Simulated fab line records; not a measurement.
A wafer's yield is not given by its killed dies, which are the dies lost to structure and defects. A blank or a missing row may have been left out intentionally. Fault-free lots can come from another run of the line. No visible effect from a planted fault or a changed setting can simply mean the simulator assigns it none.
2 desks, one fault + flow gf180mcu + only its own numbers are on each desk; what lay behind them is given at the end

FROM THE METROLOGY DESK
Lot by lot, what the gauges showed, no matter which tool ran the lot: averages of those sampled wafers that carry a number. Any lot whose mean is over 4 standard deviations away from the usual mean is out of limits and marked OUT; that distance is given in the brackets.
Columns: A = VT_IMPLANT_TW at GF_VT_IMPLANT_TW_MEAS_10, usual 563; B = NWELL_RS at GF_VT_IMPLANT_RS_MEAS_47, usual 488.2 ohm/sq
| lot  | first seen here | A   | B                |
|------|-----------------|-----|------------------|
| L179 | day 5 18:06     | 552 | 488.3            |
| L181 | day 6 08:51     | 576 | 500.3 (+9.3) OUT |
| L182 | day 6 11:00     | 563 | 487.5            |
| L183 | day 6 17:23     | 559 | 498.9 (+8.3) OUT |
| L185 | day 7 04:47     | 558 | 499.6 (+8.8) OUT |
| L190 | day 8 11:35     | 564 | 488.3            |
| L191 | day 8 16:19     | 561 | 489.1            |
| L192 | day 8 22:03     | 555 | 489.0            |
| L193 | day 9 05:47     | 559 | 488.3            |
| L194 | day 9 15:05     | 572 | 489.1            |
| L200 | day 11 01:03    | 557 | 489.1            |
| L201 | day 11 15:23    | 556 | 486.7            |
Finding of this desk: L181, L183, L185 out of limits, first seen on L181 at day 8 08:09 (NWELL_RS at GF_VT_IMPLANT_RS_MEAS_47). In limits: L179, L182, L190, L191, L192, L193, L194, L200, L201.

DESK OF THE TOOL OWNER: implanter-02
For each lot that ran on this tool, the mean over its sampled wafers that have a number, from the tool's own readings at GF_NWELL_IMPLANT_09. Any lot whose mean is over 4 standard deviations away from the usual mean is out of limits and marked OUT; that distance is given in the brackets.
Columns: A = doseIonsCm2 at GF_NWELL_IMPLANT_09, usual 3.999e+12; B = endStationPressureTorr at GF_NWELL_IMPLANT_09, usual 4.99e-06 Torr; C = faradayCurrentUA at GF_NWELL_IMPLANT_09, usual 22.6
| lot  | first seen here | A                           | B        | C               |
|------|-----------------|-----------------------------|----------|-----------------|
| L179 | day 3 09:29     | 4.001e+12                   | 5.03e-06 | 22.8            |
| L181 | day 3 19:45     | 3.390e+12 (-99 or more) OUT | 5.17e-06 | 19.2 (-8.4) OUT |
| L183 | day 4 06:16     | 3.389e+12 (-99 or more) OUT | 4.98e-06 | 19.2 (-8.4) OUT |
| L185 | day 4 15:40     | 3.387e+12 (-99 or more) OUT | 5.30e-06 | 18.8 (-9.4) OUT |
| L194 | day 6 20:04     | 4.001e+12                   | 4.98e-06 | 22.9            |
This desk's finding: out of limits on L181, L183, L185; first on L181, day 3 19:45 (doseIonsCm2 at GF_NWELL_IMPLANT_09). In limits: L179, L194.

ALL TOGETHER
An alarm could have come from the tool owner's desk at day 3 19:45, on L181, L183, L185.
L181, L183, L185 would have let the metrology desk raise an alarm at day 8 08:09.
On implanter-02, each named lot ran GF_NWELL_IMPLANT_09.

WHAT THE SIMULATOR HAD INSERTED
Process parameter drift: implanter-02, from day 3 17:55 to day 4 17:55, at GF_NWELL_IMPLANT_09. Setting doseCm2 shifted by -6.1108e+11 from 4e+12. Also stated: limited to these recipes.
Struck lots among those shown: L181, L183, L185.
Hours from the fault's start to each desk's first reading out of limits: the tool owner's desk, 2; the metrology desk, 110.
